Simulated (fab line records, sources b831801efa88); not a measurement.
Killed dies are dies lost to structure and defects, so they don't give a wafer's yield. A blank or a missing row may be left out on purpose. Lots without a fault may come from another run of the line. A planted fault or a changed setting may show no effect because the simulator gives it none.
A struck lot beside a sound one | flow gf180mcu | 23 steps out of a route of 602
Sound: wafers L537.1, L537.2, L537.4. Struck: wafers L549.1, L549.5, L549.6. The cause comes at the end.
At each step with rows: each side's tool, then ch and its chambers, then its first start. Under that, the readings that differ: sound wafers | struck wafers | difference of the means | sigmas: that difference in standard deviations of wafers without a fault.
alike: readings whose means differ by less than 2 such deviations, and words and numbers that are the same on both sides. not compared: withheld readings, readings that some wafer has no value for, bounds like >300 that may hide the same value, and numbers for which the record gives no deviation and whose values overlap.
The two part at a step that has a row with sigmas, a row that says differs or no value, or rows on one side only. Numbers that don't overlap but have no deviation are shown without sigmas and don't part them. A reading that every wafer of one side lacks parts them only if that side has two wafers or more.

first, 1 step without rows for these wafers: GF_HV_LDD_CLEAN_51 (cleans in SC1/SC2, time 150 s).
GF_HV_LDD_RTA_52: time 10 s.
  sound on rtp_anneal-01 ch 0, day 12 16:43; struck on rtp_anneal-02 ch 0, day 16 17:37
  alike: lamp_power_pct, wafer_temp_C_max
GF_HV_LDD_RS_MEAS_53: measures by four-point-probe.
  sound on film_metro-02, day 12 16:46; struck on film_metro-03, day 16 17:41
  reading            | sound             | struck            | difference | sigmas
  HV_LDD_RS (ohm/sq) | 415.9 416.1 416.0 | 418.2 418.5 417.7 | +2.1       | +2
then, 1 step without rows for these wafers: GF_HV_LDD_CVD_54 (deposits SiO2 from TEOS, target thk 10 nm, time 75 s).
GF_HV_LDD_THK_MEAS_55:
  sound on film_metro-01, day 12 17:55; struck on film_metro-01, day 16 18:49
  alike: HV_LDD_CVD_54_THK
then, 1 step without rows for these wafers: GF_HV_LDD_CVD_56 (deposits Si3N4 from DCS/NH3, target thk 90 nm, time 1543 s).
GF_HV_LDD_THK_MEAS_57:
  sound on film_metro-02, day 12 19:24; struck on film_metro-01, day 16 20:19
  reading                | sound          | struck         | difference | sigmas
  HV_LDD_CVD_56_THK (nm) | 90.6 91.4 91.2 | 88.5 89.8 89.4 | -1.8       | -2
GF_HV_LDD_ETCHBACK_58: etches Si3N4 in CH3F/O2, stops on SiO2, time 100 s, target depth 90 nm.
  sound on rie_diel-01 ch 0,1,3, day 12 19:28; struck on rie_diel-01 ch 0,1, day 16 20:22
  reading               | sound             | struck            | difference | sigmas
  oes_product_au (a.u.) | 0.849 0.848 0.848 | 0.831 0.839 0.841 | -0.011     | -2
  alike: bias_w, drypump_motor_current_A, throttle_valve_pct
  not compared: rf_hours_counter_h
then, 4 steps without rows for these wafers: GF_NSD_DEHYDRATE_00 (time 60 s); GF_NSD_HMDS_01 (prime time 60 s); GF_NSD_COAT_02 (resist thk 1000 nm); GF_NSD_SOFTBAKE_03 (time 60 s).
GF_NSD_EXPOSE_04: exposes mask Nplus, target cd 400 nm.
  sound on iline_stepper-01 ch 0, day 13 05:28; struck on iline_stepper-01 ch 0, day 17 08:02
  reading | sound                   | struck                                          | difference | sigmas
  mask    | Nplus#0 Nplus#0 Nplus#0 | Nplus_HV_AREA#0 Nplus_HV_AREA#0 Nplus_HV_AREA#0 | differs    |
  alike: focus_offset_nm
then, 2 steps without rows for these wafers: GF_NSD_PEB_05; GF_NSD_DEVELOP_06 (develop time 60 s).
GF_NSD_CD_MEAS_07: target cd 400 nm.
  sound on cd_sem-02, day 13 15:07; struck on cd_sem-01, day 17 19:13
  reading    | sound             | struck | difference                    | sigmas
  cd_nm (nm) | 398.7 397.8 397.9 | - - -  | no value on the struck wafers |
GF_NSD_OVL_MEAS_08:
  sound on overlay-02, day 13 15:14; struck on overlay-01, day 17 19:20
  reading      | sound          | struck | difference                    | sigmas
  NSD_OVL (nm) | -4.0 -2.2 -1.9 | - - -  | no value on the struck wafers |
then, 2 steps without rows for these wafers: GF_NSD_IMPLANT_09; GF_NSD_IMPLANT_10.
GF_NSD_STRIP_11: strips in O2/N2.
  sound on plasma_asher-02 ch 0,1, day 13 15:34; struck on plasma_asher-04 ch 0,1, day 17 19:40
  reading                      | sound             | struck            | difference | sigmas
  strip_time_to_endpoint_s (s) | 22.91 22.91 22.91 | 22.95 22.99 23.03 | +0.08      | +2
  alike: drypump_motor_current_A, heater_power_w, oes_product_au
  not compared: rf_hours_counter_h
GF_NSD_TW_MEAS_12:
  sound on film_metro-02, day 13 15:40; struck on film_metro-01, day 17 19:46
  reading | sound          | struck   | difference | sigmas
  NSD_TW  | 4192 4189 4199 | 30 30 30 | -4163      | -99 or more
then, 1 step without rows for these wafers: GF_PSD_DEHYDRATE_00 (time 60 s).
-- the record jumps here: 15 days lie between the struck wafers' starts before and after (it left off in module PSD and takes up again in module PASSIVATION, whose first step shown is number 602 of the route) --
GF_PASSIVATION_PROBE_99:
  sound on prober-02, day 29 10:45; struck on prober-02, day 32 22:39
  reading                              | sound             | struck            | difference | sigmas
  model.etest.nmos_3p3_sab.r_on_ohm_um | 1798 1797 1820    | 6884 6824 6724    | +5006      |
  model.etest.nldd_6p0.line_ohm_um     | 4658 4630 4663    | 200.9 192.9 198.9 | -4452.8    |
  model.etest.nmos_3p3.r_on_ohm_um     | 1644 1647 1687    | 4769 4705 4636    | +3044      |
  model.etest.nplus_u.line_ohm_um      | 198.6 195.3 195.6 | 2447 2423 2447    | +2242      |
  model.etest.nldd_6p0.rs_ohm_sq       | 1386 1381 1385    | 59.43 60.05 59.98 | -1324.18   |
  model.etest.nplus_u.rs_ohm_sq        | 59.08 58.93 58.9  | 737 738.2 738.3   | +679       |
  model.etest.contact_nplus.end_ohm_um | 12.86 12.7 12.84  | 540.5 524.1 526.1 | +517.4     |
  model.etest.nmos_3p3_sab.drive_ua_um | 500.7 493.1 491.7 | 190.4 194.9 194.9 | -301.8     |

WHERE THEY PART
First at GF_HV_LDD_RS_MEAS_53; last, within this record, at GF_NSD_TW_MEAS_12.

WHY: what the simulator had put in
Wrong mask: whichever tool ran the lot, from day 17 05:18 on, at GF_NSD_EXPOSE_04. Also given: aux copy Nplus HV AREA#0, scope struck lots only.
